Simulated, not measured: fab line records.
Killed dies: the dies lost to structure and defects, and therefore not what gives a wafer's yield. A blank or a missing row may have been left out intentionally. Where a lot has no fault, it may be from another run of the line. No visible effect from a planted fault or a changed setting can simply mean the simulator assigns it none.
fab line records	flow gf180mcu
record lots=13	wafers=39	lastDay=34
route steps=602 shown HV_LDD@184
lots that met no fault: from a run of the same line without faults
startH: start of the lot's first displayed wafer, in hours after the record's first day	waitH: hours from the lot's prior step to this one	" identical to the entry in the row above	L1.1+2: a single row standing in for several wafers	- no value, or no start was given	* or withheld: withheld	< > ~ a bound
route shown NAME@n: NAME is a module with steps in the file, n the number in the route of the first one	usual: mean/standard deviation of fault-free wafers	same: alike in all rows	chamber/n: place in a boat	sites: readings site by site	_std_site: the standard deviation of these	_edge_site: the outer-site mean with the inner-site mean subtracted	radiusMm: how far each site lies from the wafer's centre	mask NAME#n: copy n	behind: the tool/chamber that last shaped the wafer	hold: why the lot went on hold/how many hours it stayed there/how the hold came to an end	device: transistor that didn't switch, given as n, p or np	end of line: at the end of the route, the tests of the same wafers	where a step has no rows: the recipe by itself	killed: dies lost to structure and defects at the first sort, not the wafer's yield	map: shows each die of a wafer: x if killed, . if not, _ if none is there
set.NAME: the setting that was run; set.NAME@STEP: the one run at that earlier step	model.NAME: the simulator's own value behind a step, which no gauge read
the route's steps for a sample of lots (tables are steps, rows are wafers)
services: a tool's chamber out of use, with start hour (startH, from the record's first day; less than 0 if before it), hours out, and reason
## steps
# step GF_HV_LDD_OVL_MEAS_08
# usual HV_LDD_OVL=1.1/1.3
lot.wafer	tool	chamber	startH	waitH	HV_LDD_OVL[nm]
L231.2	overlay-01	-	215.56	0.1	2.0
L231.5	"	-	"	"	1.7
L231.6	"	-	"	"	1.9
L232.2	overlay-02	-	226.89	0.1	2.1
L232.5	"	-	"	"	2.2
L232.6	"	-	"	"	2.1
L234.1	overlay-02	-	237.49	0.1	-1.1
L234.5	"	-	"	"	0.0
L234.6	"	-	"	"	0.3
L237.2	overlay-02	-	259.79	0.1	2.0
L237.3	"	-	"	"	1.0
L237.5	"	-	"	"	-1.0
L240.3	overlay-01	-	283.50	0.1	2.8
L240.4	"	-	"	"	1.6
L240.5	"	-	"	"	0.8
L244.1	overlay-01	-	311.80	0.1	0.5
L244.3	"	-	"	"	2.6
L244.6	"	-	"	"	3.2
L247.2	overlay-02	-	339.16	0.1	1.5
L247.5	"	-	"	"	1.9
L247.6	"	-	"	"	3.4
L249.2	overlay-01	-	358.55	0.1	2.6
L249.4	"	-	"	"	2.6
L249.6	"	-	"	"	1.8
L250.3	overlay-02	-	367.21	0.1	1.7
L250.4	"	-	"	"	1.1
L250.5	"	-	"	"	1.6
L251.3	overlay-02	-	367.51	0.1	0.1
L251.5	"	-	"	"	0.4
L251.6	"	-	"	"	0.0
L252.3	overlay-01	-	377.21	0.1	-0.8
L252.5	"	-	"	"	1.8
L252.6	"	-	"	"	0.7
L253.1	overlay-02	-	383.00	0.1	0.6
L253.3	"	-	"	"	2.1
L253.5	"	-	"	"	1.8
L254.1	overlay-01	-	394.93	0.1	2.7
L254.2	"	-	"	"	0.5
L254.6	"	-	"	"	2.8
# step GF_HV_LDD_DEVELOP_18
# recipe developTimeS=60	devTempC=23
# usual exhaustPa=44.8/1
lot.wafer	tool	chamber	startH	waitH	exhaustPa
L231.2	lithoTrack-02	0	233.91	0.1	43.8
L231.5	"	0	"	"	44.2
L231.6	"	0	"	"	43.1
L232.2	lithoTrack-03	0	244.99	0.1	44.9
L232.5	"	0	"	"	44.2
L232.6	"	0	"	"	46.4
L234.1	lithoTrack-03	0	256.76	0.1	45.0
L234.5	"	0	"	"	44.5
L234.6	"	0	"	"	44.9
L237.2	lithoTrack-02	0	279.51	0.1	44.0
L237.3	"	0	"	"	44.5
L237.5	"	0	"	"	42.1
L240.3	lithoTrack-02	0	303.18	0.1	44.3
L240.4	"	0	"	"	45.3
L240.5	"	0	"	"	45.9
L244.1	lithoTrack-02	0	332.83	0.1	43.1
L244.3	"	0	"	"	44.2
L244.6	"	0	"	"	44.3
L247.2	lithoTrack-03	0	359.24	0.1	45.4
L247.5	"	0	"	"	46.0
L247.6	"	0	"	"	45.7
L249.2	lithoTrack-01	0	381.05	0.1	46.0
L249.4	"	0	"	"	46.8
L249.6	"	0	"	"	46.2
L250.3	lithoTrack-02	0	390.13	0.1	46.1
L250.4	"	0	"	"	44.2
L250.5	"	0	"	"	45.5
L251.3	lithoTrack-03	0	390.76	0.1	44.7
L251.5	"	0	"	"	43.2
L251.6	"	0	"	"	44.0
L252.3	lithoTrack-02	0	400.03	0.1	43.4
L252.5	"	0	"	"	45.1
L252.6	"	0	"	"	43.9
L253.1	lithoTrack-01	0	406.17	0.1	44.0
L253.3	"	0	"	"	45.3
L253.5	"	0	"	"	44.8
L254.1	lithoTrack-01	0	418.97	0.1	44.5
L254.2	"	0	"	"	44.1
L254.6	"	0	"	"	44.1
# step GF_HV_LDD_CD_MEAS_19
# recipe targetCdNm=400
# usual cdNm=399.6/2.8
lot.wafer	tool	chamber	startH	waitH	cdNm
L231.2	cdSem-02	-	234.05	0.1	402.2
L231.5	"	-	"	"	405.1
L231.6	"	-	"	"	402.1
L232.2	cdSem-02	-	245.13	0.1	399.1
L232.5	"	-	"	"	399.6
L232.6	"	-	"	"	397.3
L234.1	cdSem-01	-	256.91	0.1	402.9
L234.5	"	-	"	"	402.3
L234.6	"	-	"	"	404.5
L237.2	cdSem-02	-	279.65	0.1	400.6
L237.3	"	-	"	"	398.6
L237.5	"	-	"	"	397.1
L240.3	cdSem-02	-	303.32	0.1	397.9
L240.4	"	-	"	"	397.8
L240.5	"	-	"	"	260.9
L244.1	cdSem-02	-	332.98	0.1	399.3
L244.3	"	-	"	"	400.6
L244.6	"	-	"	"	264.8
L247.2	cdSem-02	-	359.38	0.1	399.5
L247.5	"	-	"	"	400.7
L247.6	"	-	"	"	399.8
L249.2	cdSem-01	-	381.19	0.1	400.4
L249.4	"	-	"	"	398.6
L249.6	"	-	"	"	398.7
L250.3	cdSem-01	-	390.27	0.1	397.7
L250.4	"	-	"	"	398.7
L250.5	"	-	"	"	400.2
L251.3	cdSem-02	-	390.90	0.1	398.2
L251.5	"	-	"	"	398.0
L251.6	"	-	"	"	397.5
L252.3	cdSem-01	-	400.17	0.1	397.5
L252.5	"	-	"	"	398.5
L252.6	"	-	"	"	397.0
L253.1	cdSem-01	-	406.32	0.1	403.9
L253.3	"	-	"	"	400.3
L253.5	"	-	"	"	402.3
L254.1	cdSem-02	-	419.12	0.1	397.4
L254.2	"	-	"	"	394.4
L254.6	"	-	"	"	396.4
# step GF_HV_LDD_CD_MEAS_31
# recipe targetCdNm=400
# usual cdNm=399.9/1.8
lot.wafer	tool	chamber	startH	waitH	cdNm
L231.2	cdSem-02	-	252.74	0.1	398.1
L231.5	"	-	"	"	400.0
L231.6	"	-	"	"	399.1
L232.2	cdSem-01	-	264.39	0.1	400.0
L232.5	"	-	"	"	400.9
L232.6	"	-	"	"	398.3
L234.1	cdSem-02	-	277.33	0.1	398.6
L234.5	"	-	"	"	399.7
L234.6	"	-	"	"	399.9
L237.2	cdSem-02	-	300.05	0.1	398.5
L237.3	"	-	"	"	397.3
L237.5	"	-	"	"	397.7
L240.3	cdSem-02	-	324.21	0.1	398.4
L240.4	"	-	"	"	400.8
L240.5	"	-	"	"	399.1
L244.1	cdSem-02	-	355.02	0.1	400.3
L244.3	"	-	"	"	400.5
L244.6	"	-	"	"	399.4
L247.2	cdSem-01	-	382.28	0.1	402.8
L247.5	"	-	"	"	399.3
L247.6	"	-	"	"	401.4
L249.2	cdSem-02	-	404.88	0.1	401.9
L249.4	"	-	"	"	400.1
L249.6	"	-	"	"	402.4
L250.3	cdSem-01	-	414.40	0.1	401.6
L250.4	"	-	"	"	401.9
L250.5	"	-	"	"	401.9
L251.3	cdSem-02	-	414.71	0.1	397.2
L251.5	"	-	"	"	395.4
L251.6	"	-	"	"	398.5
L252.3	cdSem-02	-	424.75	0.1	402.5
L252.5	"	-	"	"	402.7
L252.6	"	-	"	"	401.5
L253.1	cdSem-02	-	430.86	0.1	399.7
L253.3	"	-	"	"	399.7
L253.5	"	-	"	"	399.3
L254.1	cdSem-02	-	443.81	0.1	396.5
L254.2	"	-	"	"	398.6
L254.6	"	-	"	"	399.0
# step GF_HV_LDD_ETCHBACK_58
# recipe chemistry=CH3F/O2	target=Si3N4	stopOn=SiO2	sourceW=400	biasW=80	pressureMtorr=25	ch3fFlowSccm=40	O2_flow_sccm=30	timeS=100	targetDepthA=900
# usual chamberPressureMTorr=25.003/0.025	drypumpMotorCurrentA=5.7/0.39	oesProductAu=0.842/0.0073	throttleValvePct=10.560/0.0088
lot.wafer	tool	chamber	startH	waitH	chamberPressureMTorr	drypumpMotorCurrentA	oesProductAu	rfHoursCounterH	throttleValvePct
L231.2	rieDiel-01	0	275.96	0.0	24.972	6.1	0.852	17	10.560
L231.5	"	2	"	"	24.986	5.6	0.842	-	10.586
L231.6	"	3	"	"	25.046	5.3	0.834	-	10.565
L232.2	rieDiel-04	3	288.06	0.0	25.015	5.9	0.836	4	10.567
L232.5	"	0	"	"	25.011	6.2	0.839	-	10.575
L232.6	"	3	"	"	24.955	5.9	0.844	-	10.553
L234.1	rieDiel-04	0	301.39	0.1	24.961	6.2	0.850	73	10.566
L234.5	"	2	"	"	25.000	5.3	0.844	-	10.565
L234.6	"	1	"	"	25.017	5.1	0.851	-	10.549
L237.2	rieDiel-04	1	325.30	0.0	25.014	5.1	0.847	3	10.551
L237.3	"	0	"	"	24.975	6.2	0.839	74	10.572
L237.5	"	2	"	"	24.980	5.3	0.848	-	10.563
L240.3	rieDiel-04	0	353.20	0.0	25.032	6.3	0.842	75	10.553
L240.4	"	3	"	"	24.999	5.9	0.839	5	10.554
L240.5	"	1	"	"	25.002	5.1	0.836	-	10.580
L244.1	rieDiel-01	2	381.89	0.1	24.978	5.6	0.846	78	10.563
L244.3	"	3	"	"	25.017	5.3	0.840	5	10.559
L244.6	"	3	"	"	24.995	5.3	0.837	-	10.551
L247.2	rieDiel-01	0	409.86	0.0	25.019	6.1	0.842	21	10.563
L247.5	"	2	"	"	24.993	5.6	0.835	-	10.561
L247.6	"	1	"	"	25.030	6.1	0.842	-	10.566
L249.2	rieDiel-04	2	433.28	0.0	25.019	5.3	0.838	8	10.565
L249.4	"	3	"	"	24.998	5.9	0.842	-	10.558
L249.6	"	0	"	"	25.001	6.3	0.850	-	10.564
L250.3	rieDiel-01	3	442.34	0.0	25.010	5.3	0.841	7	10.567
L250.4	"	1	"	"	24.989	6.1	0.842	34	10.557
L250.5	"	2	"	"	25.009	5.6	0.844	-	10.559
L251.3	rieDiel-04	2	443.33	0.0	25.019	5.3	0.843	8	10.567
L251.5	"	3	"	"	25.011	5.9	0.843	-	10.560
L251.6	"	0	"	"	25.010	6.3	0.835	-	10.553
L252.3	rieDiel-01	3	453.19	0.0	25.018	5.3	0.853	7	10.569
L252.5	"	1	"	"	25.022	6.1	0.853	-	10.558
L252.6	"	0	"	"	24.991	6.0	0.852	-	10.569
L253.1	rieDiel-01	0	459.55	0.1	25.023	6.0	0.840	23	10.555
L253.3	"	2	"	"	24.973	5.6	0.823	80	10.561
L253.5	"	1	"	"	24.965	6.1	0.832	-	10.569
L254.1	rieDiel-01	2	473.21	0.1	24.967	5.6	0.845	81	10.565
L254.2	"	0	"	"	24.989	6.1	0.846	23	10.567
L254.6	"	2	"	"	24.960	5.6	0.839	-	10.542
## services
tool	chamber	startH	hours	kind
rieDiel-04	2	234.95	6.3	repair
rieDiel-01	1	235.38	13.0	repair
rieDiel-01	2	249.12	6.2	repair
rieDiel-04	0	257.88	5.1	repair
rieDiel-01	3	278.94	7.7	repair
rieDiel-01	2	295.81	2.4	repair
rieDiel-04	2	317.38	5.6	repair
rieDiel-04	3	319.99	16.0	repair
rieDiel-01	1	325.97	3.1	repair
rieDiel-04	0	354.06	6.8	repair
rieDiel-04	-	377.13	0.5	repair
rieDiel-01	-	395.73	1.4	repair
rieDiel-04	1	431.32	8.0	repair
lithoTrack-03	-	443.61	-	consumableReplace:filter
rieDiel-01	-	466.48	0.4	repair
## key
firstSign step=GF_HV_LDD_CD_MEAS_19	reading=cdNm	direction=down	sigmas=49	usual=399.6	struck=262.8
effect none on later readings
metAt GF_HV_LDD_DEVELOP_18
struckLots L240,L244
struckWafers L240.5,L244.6
testerLeftOut L240,L244
notActingAt GF_HV_LDD_OVL_MEAS_08,GF_HV_LDD_CD_MEAS_31,GF_HV_LDD_ETCHBACK_58
onsetBetween 279.51 303.18
fault kind=processParameterDrift	tool=lithoTrack-02	chamber=-	onsetH=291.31	steps=GF_HV_LDD_DEVELOP_18	channel=developTimeS	offset=*	shape=step	endH=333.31	scope=struckWafersOnly	actsIn=*	stated=*
# testerLeftOut: of these lots the tester's yield and bins aren't shown, on N5 and GAA mostly nor the transistor test; their killed dies are dies lost to structure and defects alone, not to doping, threshold or leakage, so they don't give the yield
